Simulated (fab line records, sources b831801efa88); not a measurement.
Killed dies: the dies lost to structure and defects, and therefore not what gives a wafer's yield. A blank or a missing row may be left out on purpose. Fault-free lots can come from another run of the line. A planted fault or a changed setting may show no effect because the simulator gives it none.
Chamber matching + flow gf180mcu + cmp-02 running GF_V5_CMP_04: 4 sister chambers
The step polishes SiO2. 8 wafers are shown with their chamber, then 8 later ones without.

== WAFERS PAIRED WITH THEIR CHAMBERS ==
| wafer  | chamber | motor_current_A (A) | slurry_filter_dp_kPa (kPa) |
|--------|---------|---------------------|----------------------------|
| L615.2 | 0       | 12.5                | 13.61                      |
| L615.5 | 1       | 10.8                | 13.59                      |
| L627.2 | 2       | 11.5                | 13.33                      |
| L627.6 | 0       | 12.7                | 13.69                      |
| L630.1 | 1       | 11.1                | 13.59                      |
| L630.2 | 3       | 13.3                | 13.47                      |
| L630.4 | 2       | 11.5                | 13.24                      |
| L632.1 | 3       | 13.5                | 13.48                      |

== WAFERS MISSING THEIR CHAMBER ==
| wafer  | motor_current_A (A) | slurry_filter_dp_kPa (kPa) |
|--------|---------------------|----------------------------|
| L632.3 | 12.0                | 13.48                      |
| L632.4 | 11.5                | 13.29                      |
| L633.3 | 13.2                | 13.60                      |
| L633.4 | 12.1                | 13.54                      |
| L633.6 | 11.3                | 13.65                      |
| L634.2 | 12.0                | 13.64                      |
| L634.5 | 11.0                | 13.24                      |
| L634.6 | 13.3                | 13.54                      |

== WHICH CHAMBER EACH WENT THROUGH ==
| wafer  | from the rows above          | in truth                   |
|--------|------------------------------|----------------------------|
| L632.3 | can't be placed: 2 or 0 or 1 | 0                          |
| L632.4 | 2                            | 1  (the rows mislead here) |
| L633.3 | can't be placed: 3 or 0      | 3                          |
| L633.4 | 0                            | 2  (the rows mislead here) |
| L633.6 | 1                            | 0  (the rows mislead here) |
| L634.2 | 0                            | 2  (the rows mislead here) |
| L634.5 | 2                            | 2                          |
| L634.6 | 3                            | 3                          |
Correctly placed: 2 of 8. These rows do not allow placing 2 (true chamber among the candidates in 2). Placed wrongly: 4.
How it was worked out, from the rows above alone: a wafer's distance from a chamber is the root of the sum, over the readings, of the square of ((its reading less the chamber's mean) divided by the reading's scatter). The wafer belongs to the nearest chamber; if the next one is less than 2 further off, it can't be placed. A chamber's mean is the mean of its shown wafers. The scatter is the square root of a quotient: the sum, over the shown wafers, of each reading's squared deviation from its chamber's mean, divided by wafers minus chambers.
